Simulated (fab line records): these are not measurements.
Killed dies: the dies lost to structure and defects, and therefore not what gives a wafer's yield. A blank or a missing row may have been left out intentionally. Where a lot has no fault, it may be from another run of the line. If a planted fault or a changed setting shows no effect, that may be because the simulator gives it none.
fab line records	flow sky130
[record] lots = 12	wafers = 36	last-day = 50
route steps=708 shown VIA3@593 METAL4@601 CAP2M@605 PAD_OPEN@708
lots that met no fault: from a run of the same line without faults
start-h: hours from the record's opening day to when the first of the lot's shown wafers began	wait-h: hours from the lot's prior step to this one	" repeats the value in the row above	L1.1+2: a row that stands for several wafers	- no value present, or no start provided	* or withheld: withheld	< > ~ a bound
route shown NAME@n: NAME is a module with steps in the file, n the number in the route of the first one	usual: mean/standard deviation taken from wafers without a fault	same: alike in all rows	chamber/n: place in a boat	sites: per-site readings	_std_site: the values' standard deviation	_edge_site: inner sites' mean taken away from outer sites' mean	radius-mm: how far each site lies from the wafer's centre	mask NAME#n: copy n	behind: tool/chamber where the wafer was last shaped	hold: reason for holding the lot/hours on hold/outcome of the hold	device: transistor that didn't switch, given as n, p or np	end of line: the tests these same wafers got at the end of their route	a step given without rows: its recipe and nothing more	killed: not the wafer's yield, but the dies lost to structure and defects at the first sort	map: a wafer's dies, marking killed ones x, the rest . and places with no die _
set.NAME: setting as actually run; set.NAME@STEP: the setting as run at that earlier step	model.NAME: the simulator's own value behind a step, which no gauge read
one table for each step of the route and one row for each wafer, over a sample of lots
services: the hour from which a tool's chamber was out of use, counted from the record's first day as start-h (under 0 if before that day), plus the number of hours and why
[[steps]]
[step SKY_VIA3_SPUTTER_20]
[recipe] material = TiN	target-thk-nm = 20	chamber-pressure-pa = 5	power-w = 4000	time-s = 80
[usual] cathode-dc-power-W = 4000.1/0.75	chamber-pressure-pa = 5.000/0.0097	throttle-valve-pct = 30.2/0.82
[same] time-s = 80
lot.wafer	tool	chamber	start-h	wait-h	cathode-dc-power-W	chamber-pressure-pa	throttle-valve-pct
L689.1	pvd-sputter-01	-	936.96	0.0	3999.8	5.019	29.5
L689.2	"	-	"	"	3999.7	5.007	29.8
L689.3	"	-	"	"	3999.2	5.009	29.3
L691.4	pvd-sputter-01	-	946.97	0.0	3999.9	5.011	30.1
L691.5	"	-	"	"	3999.1	4.998	29.3
L691.6	"	-	"	"	3999.7	5.003	30.6
L692.1	pvd-sputter-01	-	959.53	0.0	4000.3	5.005	29.2
L692.4	"	-	"	"	4000.9	4.992	30.1
L692.5	"	-	"	"	3999.9	4.999	29.2
L693.3	pvd-sputter-01	-	962.16	0.0	4000.2	5.011	29.1
L693.5	"	-	"	"	3999.0	5.009	29.2
L693.6	"	-	"	"	3999.7	4.997	30.6
L698.1	pvd-sputter-03	-	993.40	0.0	3999.9	5.013	28.7
L698.2	"	-	"	"	4000.4	4.971	30.9
L698.4	"	-	"	"	4000.4	5.008	28.3
L699.2	pvd-sputter-03	-	1009.64	0.0	4001.5	4.998	30.7
L699.3	"	-	"	"	4000.7	5.006	28.7
L699.4	"	-	"	"	4001.3	5.003	28.7
L700.2	pvd-sputter-02	-	1011.30	0.0	3999.3	5.006	30.9
L700.3	"	-	"	"	3999.5	5.007	30.5
L700.5	"	-	"	"	4000.4	5.002	30.5
L704.4	pvd-sputter-02	-	1037.85	0.0	4000.7	5.012	30.5
L704.5	"	-	"	"	4000.9	5.006	31.3
L704.6	"	-	"	"	4000.5	5.006	31.2
L705.1	pvd-sputter-03	-	1044.62	0.0	3999.5	5.003	28.9
L705.3	"	-	"	"	3999.6	5.009	30.9
L705.6	"	-	"	"	4000.1	5.009	30.4
L708.3	pvd-sputter-01	-	1064.62	0.0	3999.0	5.004	29.1
L708.4	"	-	"	"	4000.7	5.011	30.2
L708.5	"	-	"	"	4000.2	4.998	30.6
L710.2	pvd-sputter-01	-	1071.84	0.0	4001.0	4.989	29.1
L710.3	"	-	"	"	3998.8	4.987	30.5
L710.4	"	-	"	"	3999.1	4.984	30.0
L711.2	pvd-sputter-02	-	1077.76	0.0	3999.6	4.996	31.1
L711.3	"	-	"	"	3999.2	4.982	30.3
L711.4	"	-	"	"	3998.7	5.015	31.3
[step SKY_METAL4_SPUTTER_03]
[recipe] material = Ti	target-thk-nm = 5	power-w = 3000	time-s = 3.3	chamber-pressure-pa = 0.4
[usual] cathode-dc-power-W = 3000.0/0.54	chamber-pressure-pa = 0.4001/0.0008	throttle-valve-pct = 29.9/0.76
[same] time-s = 3.3
lot.wafer	tool	chamber	start-h	wait-h	cathode-dc-power-W	chamber-pressure-pa	throttle-valve-pct
L689.1	pvd-sputter-01	-	937.71	0.0	3000.0	0.4007	29.3
L689.2	"	-	"	"	3000.1	0.3994	30.5
L689.3	"	-	"	"	2999.3	0.4002	30.1
L691.4	pvd-sputter-04	-	947.72	0.0	3001.0	0.3992	29.7
L691.5	"	-	"	"	2999.9	0.3997	28.7
L691.6	"	-	"	"	3001.1	0.4004	29.3
L692.1	pvd-sputter-01	-	960.28	0.0	3000.3	0.3990	29.2
L692.4	"	-	"	"	3000.4	0.4016	31.0
L692.5	"	-	"	"	3000.5	0.4007	29.5
L693.3	pvd-sputter-01	-	962.91	0.0	3000.2	0.4005	30.4
L693.5	"	-	"	"	2999.2	0.4017	30.2
L693.6	"	-	"	"	2999.7	0.3999	30.4
L698.1	pvd-sputter-04	-	994.15	0.0	2863.5	0.3990	29.3
L698.2	"	-	"	"	2863.6	0.3999	29.2
L698.4	"	-	"	"	2863.9	0.3994	29.6
L699.2	pvd-sputter-01	-	1010.39	0.0	3000.6	0.4006	30.5
L699.3	"	-	"	"	3000.5	0.4007	29.0
L699.4	"	-	"	"	3000.3	0.4001	29.2
L700.2	pvd-sputter-04	-	1012.05	0.0	2862.1	0.3999	30.0
L700.3	"	-	"	"	2863.9	0.4011	29.6
L700.5	"	-	"	"	2863.7	0.4003	30.0
L704.4	pvd-sputter-02	-	1038.60	0.0	3000.5	0.3987	31.3
L704.5	"	-	"	"	2999.3	0.4009	31.0
L704.6	"	-	"	"	2999.5	0.3986	31.3
L705.1	pvd-sputter-02	-	1045.37	0.0	3000.4	0.3996	31.4
L705.3	"	-	"	"	2998.7	0.4001	30.8
L705.6	"	-	"	"	2999.3	0.3999	30.4
L708.3	pvd-sputter-01	-	1065.50	0.0	3000.2	0.4007	30.4
L708.4	"	-	"	"	3000.5	0.3990	29.2
L708.5	"	-	"	"	3000.1	0.4002	29.0
L710.2	pvd-sputter-04	-	1072.59	0.0	2999.6	0.3990	29.9
L710.3	"	-	"	"	3001.0	0.4008	29.6
L710.4	"	-	"	"	3000.0	0.3989	29.3
L711.2	pvd-sputter-04	-	1078.51	0.0	3000.9	0.4014	29.4
L711.3	"	-	"	"	2998.9	0.4022	28.5
L711.4	"	-	"	"	2999.6	0.4004	30.2
[step SKY_CAP2M_SPUTTER_02]
[recipe] material = TiN	target-thk-nm = 200	temp-c = 300	power-w = 6500	time-s = 166.7	chamber-pressure-pa = 0.4
[usual] cathode-dc-power-W = 6500.1/1.1	chamber-pressure-pa = 0.3999/0.00086	substrate-temp-c = 300.01/0.19	throttle-valve-pct = 29.5/0.77
[same] time-s = 166.7
lot.wafer	tool	chamber	start-h	wait-h	cathode-dc-power-W	chamber-pressure-pa	substrate-temp-c	throttle-valve-pct
L689.1	pvd-sputter-03	-	937.86	0.1	6500.8	0.3997	300.30	28.8
L689.2	"	-	"	"	6498.4	0.3995	300.14	28.5
L689.3	"	-	"	"	6499.6	0.3999	300.19	30.6
L691.4	pvd-sputter-01	-	947.87	0.0	6501.0	0.4013	299.96	30.4
L691.5	"	-	"	"	6499.5	0.3993	300.01	29.0
L691.6	"	-	"	"	6501.1	0.4013	299.82	29.1
L692.1	pvd-sputter-04	-	960.44	0.1	6499.4	0.4008	299.84	28.7
L692.4	"	-	"	"	6499.4	0.4006	300.00	29.3
L692.5	"	-	"	"	6498.9	0.4001	300.25	29.4
L693.3	pvd-sputter-04	-	963.07	0.0	6499.8	0.3999	300.06	29.5
L693.5	"	-	"	"	6500.8	0.3997	299.95	29.5
L693.6	"	-	"	"	6499.9	0.3990	299.78	29.4
L698.1	pvd-sputter-04	-	994.30	0.1	6500.4	0.3999	300.17	30.0
L698.2	"	-	"	"	6502.2	0.4001	300.31	29.3
L698.4	"	-	"	"	6503.1	0.4020	299.89	30.1
L699.2	pvd-sputter-04	-	1010.54	0.0	6501.7	0.4002	299.81	29.3
L699.3	"	-	"	"	6501.5	0.4002	300.08	28.6
L699.4	"	-	"	"	6500.3	0.3994	299.89	29.3
L700.2	pvd-sputter-03	-	1012.21	0.0	6500.5	0.4005	299.66	30.8
L700.3	"	-	"	"	6501.2	0.3991	299.98	28.9
L700.5	"	-	"	"	6499.8	0.3992	300.03	28.9
L704.4	pvd-sputter-01	-	1038.75	0.0	6501.2	0.4011	300.19	30.0
L704.5	"	-	"	"	6498.7	0.4006	299.77	29.2
L704.6	"	-	"	"	6500.1	0.4015	299.98	30.0
L705.1	pvd-sputter-04	-	1045.52	0.1	6500.4	0.4003	299.96	29.6
L705.3	"	-	"	"	6501.5	0.3999	300.01	28.5
L705.6	"	-	"	"	6500.6	0.3999	299.77	28.5
L708.3	pvd-sputter-04	-	1065.65	0.0	6501.9	0.3988	300.14	29.8
L708.4	"	-	"	"	6500.5	0.3994	299.99	28.7
L708.5	"	-	"	"	6502.4	0.4005	299.99	29.2
L710.2	pvd-sputter-03	-	1072.74	0.0	6499.5	0.3991	299.81	28.7
L710.3	"	-	"	"	6500.8	0.3992	299.76	30.8
L710.4	"	-	"	"	6498.8	0.4001	300.03	28.2
L711.2	pvd-sputter-03	-	1078.66	0.0	6501.0	0.4000	300.19	30.4
L711.3	"	-	"	"	6498.1	0.3997	300.07	30.7
L711.4	"	-	"	"	6500.7	0.4015	300.06	28.3
[step SKY_CAP2M_RS_MEAS_03]
[recipe] thk-meas-gauge = four-point-probe	reads = TiN_of_CAP2M_SPUTTER_02
[usual] CAP2M_TIN_RS = 6.93/0.083
lot.wafer	tool	chamber	start-h	wait-h	CAP2M_TIN_RS[ohm/sq]
L689.1	film-metro-04	-	937.97	0.1	7.00
L689.2	"	-	"	"	7.02
L689.3	"	-	"	"	6.97
L691.4	film-metro-04	-	948.03	0.1	7.04
L691.5	"	-	"	"	6.99
L691.6	"	-	"	"	7.00
L692.1	film-metro-04	-	960.55	0.1	6.91
L692.4	"	-	"	"	6.78
L692.5	"	-	"	"	6.89
L693.3	film-metro-02	-	963.22	0.1	6.76
L693.5	"	-	"	"	6.79
L693.6	"	-	"	"	6.73
L698.1	film-metro-01	-	994.41	0.1	7.05
L698.2	"	-	"	"	6.89
L698.4	"	-	"	"	7.07
L699.2	film-metro-01	-	1010.67	0.1	6.92
L699.3	"	-	"	"	6.90
L699.4	"	-	"	"	6.79
L700.2	film-metro-02	-	1012.34	0.1	6.84
L700.3	"	-	"	"	6.98
L700.5	"	-	"	"	6.99
L704.4	film-metro-01	-	1038.92	0.1	6.94
L704.5	"	-	"	"	6.93
L704.6	"	-	"	"	6.91
L705.1	film-metro-02	-	1045.63	0.1	7.00
L705.3	"	-	"	"	6.94
L705.6	"	-	"	"	6.96
L708.3	film-metro-02	-	1065.80	0.1	7.01
L708.4	"	-	"	"	7.03
L708.5	"	-	"	"	6.95
L710.2	film-metro-04	-	1072.87	0.1	6.87
L710.3	"	-	"	"	6.78
L710.4	"	-	"	"	6.79
L711.2	film-metro-02	-	1078.79	0.1	6.79
L711.3	"	-	"	"	6.88
L711.4	"	-	"	"	6.82
[step SKY_PAD_OPEN_PROBE_99]
[usual] defect-limited-yield = 82.7/1.7	killed_at_M0_to_M3 = 41/6.2	killed_at_M4_up = 3.0/1.7	killed-at-contacts = 25/5.8	killed-at-front-end = 16/4.5	killed-at-other = 0.2/0.42	killed-dies = 85/8.4	killed-open = 46/5.9	killed-short = 39/6.3	sort_bin_3_pad_short = 0.9/0.4	sort_bin_5_function = 10.2/1.3	sort_bin_6_memory = 6.2/1	sort-n-pass = 407/8.4	sort-yield-pct = 82.7/1.7
[same] gross-dies = 492	killed-at-back-side = 0	sort_bin_4_leakage[%] = 0	sort_bin_8_speed[%] = 0
lot.wafer	tool	chamber	start-h	wait-h	defect-limited-yield[%]	killed_at_M0_to_M3	killed_at_M4_up	killed-at-contacts	killed-at-front-end	killed-at-other	killed-dies	killed-open	killed-short	sort_bin_3_pad_short[%]	sort_bin_5_function[%]	sort_bin_6_memory[%]	sort-n-pass	sort-yield-pct[%]
L689.1	prober-02	-	1083.19	0.1	84.1	49	5	10	14	0	78	43	35	1.4	10.0	4.5	414	84.1
L689.2	prober-02	-	1083.24	0.1	79.5	38	2	31	30	0	101	63	38	1.4	13.6	5.5	391	79.5
L689.3	prober-02	-	1083.29	0.2	84.8	35	2	19	19	0	75	43	32	0.8	7.9	6.5	417	84.8
L691.4	prober-02	-	1090.72	0.2	80.5	43	4	30	19	0	96	55	41	0.6	11.2	7.7	396	80.5
L691.5	prober-02	-	1090.77	0.2	82.1	32	4	32	19	1	88	46	42	0.6	9.8	7.5	404	82.1
L691.6	prober-02	-	1090.82	0.2	81.7	51	2	24	13	0	90	53	37	1.0	11.6	5.7	402	81.7
L692.1	prober-01	-	1102.48	0.1	81.7	35	7	40	7	1	90	54	36	1.2	12.0	5.1	402	81.7
L692.4	prober-01	-	1102.63	0.2	85.0	36	1	24	13	0	74	42	32	1.0	9.3	4.7	418	85.0
L692.5	prober-01	-	1102.68	0.2	81.9	37	4	35	13	0	89	56	33	0.6	10.8	6.7	403	81.9
L693.3	prober-02	-	1104.37	0.2	87.6	30	0	14	17	0	61	37	24	0.4	6.3	5.7	431	87.6
L693.5	prober-02	-	1104.47	0.2	82.1	43	7	29	9	0	88	56	32	1.0	10.2	6.7	404	82.1
L693.6	prober-02	-	1104.52	0.2	82.9	36	2	26	20	0	84	40	44	1.2	10.0	5.9	408	82.9
L698.1	prober-01	-	1131.65	0.1	83.5	45	2	25	9	0	81	49	31	1.0	9.6	5.9	411	83.5
L698.2	prober-01	-	1131.70	0.1	81.7	41	2	28	18	1	90	51	38	0.4	10.8	7.1	402	81.7
L698.4	prober-01	-	1131.80	0.2	80.9	51	3	24	16	0	94	45	46	1.6	11.8	5.7	398	80.9
L699.2	prober-02	-	1142.82	0.1	78.7	52	0	23	30	0	105	54	51	0.6	12.6	8.1	387	78.7
L699.3	prober-02	-	1142.87	0.2	81.9	50	3	24	12	0	89	45	43	0.4	11.4	6.3	403	81.9
L699.4	prober-02	-	1142.92	0.2	83.3	41	3	19	19	0	82	37	44	1.6	8.5	6.5	410	83.3
L700.2	prober-01	-	1146.01	0.1	84.1	44	1	19	13	1	78	47	31	1.0	9.6	5.3	414	84.1
L700.3	prober-01	-	1146.06	0.2	82.1	42	6	15	25	0	88	47	41	0.8	12.0	5.1	404	82.1
L700.5	prober-01	-	1146.16	0.2	83.5	39	3	24	15	0	81	40	41	0.8	10.0	5.7	411	83.5
L704.4	prober-01	-	1166.07	0.2	81.7	47	2	23	18	0	90	49	41	0.2	10.8	7.3	402	81.7
L704.5	prober-01	-	1166.12	0.2	83.1	48	3	19	13	0	83	47	36	1.0	11.2	4.7	409	83.1
L704.6	prober-01	-	1166.17	0.2	82.7	41	4	25	14	1	85	43	42	1.8	11.0	4.5	407	82.7
L705.1	prober-02	-	1172.06	0.1	85.0	42	1	17	14	0	74	38	36	0.6	8.9	5.5	418	85.0
L705.3	prober-02	-	1172.16	0.2	83.7	37	0	28	15	0	80	41	39	1.0	10.8	4.5	412	83.7
L705.6	prober-02	-	1172.31	0.2	83.7	40	3	27	10	0	80	47	33	1.2	8.9	6.1	412	83.7
L708.3	prober-02	-	1187.42	0.2	80.3	41	3	32	21	0	97	55	42	1.6	11.6	6.5	395	80.3
L708.4	prober-02	-	1187.47	0.2	82.9	48	3	15	18	0	84	48	36	0.6	10.8	5.7	408	82.9
L708.5	prober-02	-	1187.52	0.2	83.3	40	3	23	16	0	82	49	33	0.4	10.8	5.5	410	83.3
L710.2	prober-01	-	1191.62	0.1	80.3	43	5	24	25	0	97	45	52	0.4	12.0	7.3	395	80.3
L710.3	prober-01	-	1191.67	0.2	82.5	27	1	27	30	1	86	55	30	0.6	9.3	7.5	406	82.5
L710.4	prober-01	-	1191.72	0.2	84.8	30	1	26	17	1	75	37	37	0.8	8.3	6.1	417	84.8
L711.2	prober-02	-	1197.39	0.1	83.5	49	2	15	15	0	81	50	30	0.4	9.6	6.5	411	83.5
L711.3	prober-02	-	1197.44	0.2	83.9	36	2	24	17	0	79	46	33	1.2	8.5	6.3	413	83.9
L711.4	prober-02	-	1197.49	0.2	85.0	36	0	26	12	0	74	45	28	0.6	9.1	5.3	418	85.0
// killed by level:class
L689.1 VIA1:geometric-particle:open=14 VIA2:geometric-particle:open=7 VIA1:geometric-particle:short=6 METAL2:geometric-particle:short=6 FIELD_ISO:geometric-particle:open=5 VIA3:geometric-particle:open=5 FIELD_ISO:geometric-particle:short=4 METAL1:geometric-particle:short=4
L689.2 CONTACT:geometric-particle:open=13 VIA1:geometric-particle:open=12 LI_CONTACT:geometric-particle:open=8 FIELD_ISO:geometric-particle:open=7 POLY_GATE:geometric-particle:short=7 VIA2:geometric-particle:open=6 POLY_GATE:geometric-particle:open=5 LOCAL_INTERCONNECT:geometric-particle:short=5
L689.3 VIA3:geometric-particle:open=8 CONTACT:geometric-particle:open=7 POLY_GATE:geometric-particle:open=7 METAL2:geometric-particle:short=7 LOCAL_INTERCONNECT:geometric-particle:short=5 VIA2:geometric-particle:open=5 FIELD_ISO:geometric-particle:open=4 FIELD_ISO:geometric-particle:short=4
L691.4 LI_CONTACT:geometric-particle:open=11 VIA3:geometric-particle:open=7 VIA1:geometric-particle:open=7 CONTACT:geometric-particle:short=6 VIA2:geometric-particle:open=6 CONTACT:geometric-particle:open=6 VIA1:geometric-particle:short=5 METAL2:geometric-particle:short=5
L691.5 LI_CONTACT:geometric-particle:open=10 CONTACT:geometric-particle:short=9 CONTACT:geometric-particle:open=8 VIA1:geometric-particle:open=7 VIA1:geometric-particle:short=7 FIELD_ISO:geometric-particle:short=5 POLY_GATE:geometric-particle:short=5 VIA2:geometric-particle:open=4
L691.6 VIA1:geometric-particle:open=15 CONTACT:geometric-particle:open=11 VIA2:geometric-particle:open=10 VIA3:geometric-particle:short=7 METAL1:geometric-particle:short=6 FIELD_ISO:geometric-particle:open=4 LI_CONTACT:geometric-particle:open=4 LOCAL_INTERCONNECT:geometric-particle:short=4
L692.1 CONTACT:geometric-particle:open=13 LI_CONTACT:geometric-particle:open=10 VIA1:geometric-particle:open=10 VIA2:geometric-particle:open=9 CONTACT:geometric-particle:short=7 LOCAL_INTERCONNECT:geometric-particle:short=6 FIELD_ISO:geometric-particle:short=4 METAL4:geometric-particle:short=4
L692.4 VIA1:geometric-particle:open=9 CONTACT:geometric-particle:open=8 LI_CONTACT:geometric-particle:open=6 METAL1:geometric-particle:short=6 LOCAL_INTERCONNECT:geometric-particle:short=5 VIA3:geometric-particle:open=5 METAL3:geometric-particle:short=4 POLY_GATE:geometric-particle:open=3
L692.5 CONTACT:geometric-particle:open=12 LI_CONTACT:geometric-particle:open=10 VIA3:geometric-particle:open=10 CONTACT:geometric-particle:short=7 METAL1:geometric-particle:short=6 FIELD_ISO:geometric-particle:open=5 VIA1:geometric-particle:open=5 VIA3:geometric-particle:short=4
L693.3 FIELD_ISO:geometric-particle:open=8 VIA3:geometric-particle:open=6 VIA2:geometric-particle:open=6 CONTACT:geometric-particle:open=5 VIA1:geometric-particle:short=5 FIELD_ISO:geometric-particle:short=4 LI_CONTACT:geometric-particle:open=3 LOCAL_INTERCONNECT:geometric-particle:short=3
L693.5 CONTACT:geometric-particle:open=13 VIA1:geometric-particle:open=11 VIA2:geometric-particle:open=9 CONTACT:geometric-particle:short=9 VIA3:geometric-particle:open=4 VIA1:geometric-particle:short=4 LI_CONTACT:geometric-particle:open=3 METAL2:geometric-particle:short=3
L693.6 CONTACT:geometric-particle:short=11 VIA3:geometric-particle:open=8 CONTACT:geometric-particle:open=7 FIELD_ISO:geometric-particle:open=6 FIELD_ISO:geometric-particle:short=6 METAL2:geometric-particle:short=5 VIA2:geometric-particle:open=5 VIA1:geometric-particle:short=4
L698.1 CONTACT:geometric-particle:open=17 VIA1:geometric-particle:open=8 VIA3:geometric-particle:open=7 METAL3:geometric-particle:short=6 METAL1:geometric-particle:short=6 VIA2:geometric-particle:open=6 POLY_GATE:geometric-particle:open=5 LOCAL_INTERCONNECT:geometric-particle:short=4
L698.2 CONTACT:geometric-particle:open=14 VIA1:geometric-particle:open=9 METAL1:geometric-particle:short=7 VIA3:geometric-particle:open=7 POLY_GATE:geometric-particle:open=5 METAL2:geometric-particle:short=5 POLY_GATE:geometric-particle:short=4 FIELD_ISO:geometric-particle:short=3
L698.4 METAL1:geometric-particle:short=13 CONTACT:geometric-particle:open=10 VIA1:geometric-particle:open=7 METAL2:geometric-particle:short=7 VIA3:geometric-particle:open=7 LOCAL_INTERCONNECT:geometric-particle:short=5 VIA2:geometric-particle:open=5 FIELD_ISO:geometric-particle:short=4
L699.2 METAL1:geometric-particle:short=10 VIA1:geometric-particle:open=9 VIA2:geometric-particle:open=9 FIELD_ISO:geometric-particle:short=7 POLY_GATE:geometric-particle:short=7 POLY_GATE:geometric-particle:open=6 CONTACT:geometric-particle:open=6 VIA3:geometric-particle:open=6
L699.3 VIA1:geometric-particle:open=16 CONTACT:geometric-particle:open=8 POLY_GATE:geometric-particle:open=6 VIA1:geometric-particle:short=6 LOCAL_INTERCONNECT:geometric-particle:short=5 METAL2:geometric-particle:short=5 CONTACT:geometric-particle:short=4 METAL1:geometric-particle:short=4
L699.4 VIA1:geometric-particle:open=9 VIA1:geometric-particle:short=8 VIA3:geometric-particle:open=6 FIELD_ISO:geometric-particle:open=5 CONTACT:geometric-particle:short=5 CONTACT:geometric-particle:open=5 METAL2:geometric-particle:short=5 FIELD_ISO:geometric-particle:short=4
L700.2 VIA1:geometric-particle:open=13 CONTACT:geometric-particle:open=7 LI_CONTACT:geometric-particle:open=5 METAL1:geometric-particle:short=5 METAL2:geometric-particle:short=5 FIELD_ISO:geometric-particle:short=4 VIA3:geometric-particle:open=4 VIA2:geometric-particle:open=4
L700.3 VIA1:geometric-particle:open=12 FIELD_ISO:geometric-particle:open=8 FIELD_ISO:geometric-particle:short=6 METAL2:geometric-particle:short=6 LI_CONTACT:geometric-particle:open=5 CONTACT:geometric-particle:short=5 VIA3:geometric-particle:open=5 VIA1:geometric-particle:short=4
L700.5 VIA1:geometric-particle:open=11 FIELD_ISO:geometric-particle:short=7 VIA3:geometric-particle:open=7 LI_CONTACT:geometric-particle:open=6 CONTACT:geometric-particle:short=5 CONTACT:geometric-particle:open=5 METAL2:geometric-particle:short=5 LOCAL_INTERCONNECT:geometric-particle:short=4
L704.4 VIA1:geometric-particle:open=16 CONTACT:geometric-particle:open=10 VIA1:geometric-particle:short=9 FIELD_ISO:geometric-particle:short=6 VIA3:geometric-particle:open=5 VIA2:geometric-particle:short=5 POLY_GATE:geometric-particle:short=4 LI_CONTACT:geometric-particle:open=4
L704.5 VIA1:geometric-particle:open=12 VIA2:geometric-particle:open=11 CONTACT:geometric-particle:open=10 CONTACT:geometric-particle:short=6 METAL2:geometric-particle:short=6 VIA1:geometric-particle:short=4 VIA3:geometric-particle:open=4 POLY_GATE:geometric-particle:short=3
L704.6 VIA1:geometric-particle:open=13 CONTACT:geometric-particle:open=10 FIELD_ISO:geometric-particle:short=6 VIA2:geometric-particle:short=6 LI_CONTACT:geometric-particle:open=5 METAL1:geometric-particle:short=5 VIA1:geometric-particle:short=4 LOCAL_INTERCONNECT:geometric-particle:short=4
L705.1 VIA1:geometric-particle:open=12 METAL1:geometric-particle:short=5 VIA3:geometric-particle:open=5 LI_CONTACT:geometric-particle:open=4 CONTACT:geometric-particle:open=4 CONTACT:geometric-particle:short=4 VIA1:geometric-particle:short=4 FIELD_ISO:geometric-particle:short=3
L705.3 VIA1:geometric-particle:open=10 LI_CONTACT:geometric-particle:open=8 LI_CONTACT:geometric-particle:short=7 METAL1:geometric-particle:short=7 LOCAL_INTERCONNECT:geometric-particle:short=5 VIA2:geometric-particle:open=5 POLY_GATE:geometric-particle:open=4 CONTACT:geometric-particle:open=4
L705.6 VIA1:geometric-particle:open=11 VIA2:geometric-particle:open=9 CONTACT:geometric-particle:open=7 LI_CONTACT:geometric-particle:open=7 LI_CONTACT:geometric-particle:short=5 LOCAL_INTERCONNECT:geometric-particle:short=5 VIA3:geometric-particle:open=5 METAL2:geometric-particle:short=4
L708.3 CONTACT:geometric-particle:open=13 LI_CONTACT:geometric-particle:open=10 VIA1:geometric-particle:open=10 POLY_GATE:geometric-particle:open=7 VIA1:geometric-particle:short=7 METAL2:geometric-particle:short=6 FIELD_ISO:geometric-particle:short=5 VIA2:geometric-particle:open=5
L708.4 VIA3:geometric-particle:open=13 VIA1:geometric-particle:open=11 POLY_GATE:geometric-particle:open=7 CONTACT:geometric-particle:open=6 METAL2:geometric-particle:short=5 VIA1:geometric-particle:short=4 CONTACT:geometric-particle:short=4 METAL3:geometric-particle:short=4
L708.5 VIA1:geometric-particle:open=12 CONTACT:geometric-particle:open=9 FIELD_ISO:geometric-particle:short=7 LI_CONTACT:geometric-particle:open=6 VIA2:geometric-particle:open=6 VIA3:geometric-particle:open=6 FIELD_ISO:geometric-particle:open=4 CONTACT:geometric-particle:short=4
L710.2 LOCAL_INTERCONNECT:geometric-particle:short=10 METAL1:geometric-particle:short=8 VIA1:geometric-particle:open=8 METAL2:geometric-particle:short=8 POLY_GATE:geometric-particle:open=6 CONTACT:geometric-particle:open=6 FIELD_ISO:geometric-particle:short=5 FIELD_ISO:geometric-particle:open=5
L710.3 CONTACT:geometric-particle:open=11 FIELD_ISO:geometric-particle:open=9 POLY_GATE:geometric-particle:open=8 VIA2:geometric-particle:open=6 LI_CONTACT:geometric-particle:open=6 VIA1:geometric-particle:open=6 FIELD_ISO:geometric-particle:short=5 CONTACT:geometric-particle:short=5
L710.4 CONTACT:geometric-particle:open=9 CONTACT:geometric-particle:short=7 VIA3:geometric-particle:open=6 VIA1:geometric-particle:short=5 FIELD_ISO:geometric-particle:short=4 FIELD_ISO:geometric-particle:open=4 POLY_GATE:geometric-particle:short=4 LI_CONTACT:geometric-particle:open=4
L711.2 VIA1:geometric-particle:open=10 VIA3:geometric-particle:open=9 FIELD_ISO:geometric-particle:open=6 CONTACT:geometric-particle:open=6 LI_CONTACT:geometric-particle:open=5 VIA1:geometric-particle:short=5 VIA2:geometric-particle:open=5 FIELD_ISO:geometric-particle:short=4
L711.3 LI_CONTACT:geometric-particle:open=11 VIA1:geometric-particle:open=7 METAL1:geometric-particle:short=6 CONTACT:geometric-particle:open=5 VIA2:geometric-particle:open=5 CONTACT:geometric-particle:short=4 METAL2:geometric-particle:short=4 VIA3:geometric-particle:open=4
L711.4 CONTACT:geometric-particle:open=10 VIA3:geometric-particle:open=10 LI_CONTACT:geometric-particle:open=7 LOCAL_INTERCONNECT:geometric-particle:short=4 CONTACT:geometric-particle:short=4 METAL2:geometric-particle:short=4 VIA1:geometric-particle:open=4 FIELD_ISO:geometric-particle:short=3
[[services]]
tool	chamber	start-h	hours	kind
pvd-sputter-01	-	918.66	5.4	repair
pvd-sputter-01	-	922.28	7.5	repair
pvd-sputter-03	-	951.15	5.0	repair
pvd-sputter-03	-	959.51	15.5	repair
[[key]]
[first-sign] step = SKY_METAL4_SPUTTER_03	reading = cathode-dc-power-W	direction = down	sigmas = 99+	usual = 3000.0	struck = 2863.4
effect none on later readings
met-at SKY_METAL4_SPUTTER_03
struck-lots L698,L700
not-acting-at SKY_VIA3_SPUTTER_20,SKY_CAP2M_SPUTTER_02,SKY_CAP2M_RS_MEAS_03
onset-between 947.72 994.15
[fault] kind = process-parameter-drift	tool = pvd-sputter-04	chamber = -	onset-h = 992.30	steps = SKY_METAL4_SPUTTER_03	channel = power-w	offset = *	shape = step	end-h = 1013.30	acts-in = *	stated = *
